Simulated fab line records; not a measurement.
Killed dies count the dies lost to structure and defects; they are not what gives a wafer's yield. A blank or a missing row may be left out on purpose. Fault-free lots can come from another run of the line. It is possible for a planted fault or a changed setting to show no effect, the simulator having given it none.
What tool caused it?    flow sky130    12 lots with 36 wafers sampled at 2 steps, on a route of 708 steps

WHAT THE GAUGES SHOWED, per wafer
SKY_VIA1_THK_MEAS_23: measures by xrf. Usual: VIA1_W_THK typically reads 265 nm, with standard deviation 3.1.
lot   measured      on             VIA1_W_THK (nm)  flag
L709  day 34 12:42  film metro-04  273 272 270      
L708  day 34 14:19  film metro-04  265 270 270      
L710  day 34 22:50  film metro-01  265 266 267      
L711  day 35 09:48  film metro-04  265 264 268      
L713  day 35 22:08  film metro-04  266 265 267      
L714  day 36 22:51  film metro-02  261 267 263      
L717  day 37 23:41  film metro-02  263 265 266      
L719  day 38 09:53  film metro-01  265 267 267      
L720  day 38 23:17  film metro-01  263 267 265      
L723  day 39 20:42  film metro-01  265 264 263      
L725  day 40 08:50  film metro-02  256 262 262      
L728  day 40 15:00  film metro-04  263 260 263      

SKY_METAL2_OVL_MEAS_16. Usual: METAL2_OVL typically reads -6 nm, with standard deviation 5.4.
lot   measured      on          METAL2_OVL (nm)  flag
L709  day 35 15:19  overlay-01  -1 -4 -5         
L708  day 35 16:49  overlay-02  -3 -1 -3         
L710  day 36 01:22  overlay-02  -1 -11 -5        
L711  day 36 12:08  overlay-02  -6 -6 -8         
L713  day 37 00:44  overlay-02  -12 -13 -9       
L714  day 38 01:23  overlay-02  6 -2 2           
L717  day 39 01:41  overlay-02  -10 -6 -9        
L719  day 39 11:31  overlay-01  -1 -2 -1         
L720  day 40 00:37  overlay-01  -11 -10 -12      
L723  day 40 20:49  overlay-01  -10 -9 -10       
L725  day 41 09:11  overlay-01  -16 -14 -14      
L728  day 41 15:44  overlay-01  -14 -12 -16      

TOOL THAT RAN EACH LOT (tool first, then ch and the chambers of the sampled wafers, then the start)
No process step before these readings appears in the record.

AS READ BY THE TOOLS THEMSELVES (means over the sampled wafers that have a number; for cases with no such wafer, the mark the record gives instead)
The record holds no such reading with a usual standard deviation.

THE ANSWER, worked out from the rows above alone
Rule: a lot counts as off when the mean over its wafers that have a number is more than 3 standard deviations away from the usual mean. Also off: a lot with no number at a reading for which 4 or more lots have one. Any other lot the step has rows for is counted as sound. First the gauges in route order, then the tools' own readings, where a lot's mean is used as printed above. At the first step where some lot is off, the reading lying furthest off is the one used; lots without a number count as furthest.
None of the lots is off at any reading shown; this tells nothing.

WHAT THE SIMULATOR HAD INSERTED
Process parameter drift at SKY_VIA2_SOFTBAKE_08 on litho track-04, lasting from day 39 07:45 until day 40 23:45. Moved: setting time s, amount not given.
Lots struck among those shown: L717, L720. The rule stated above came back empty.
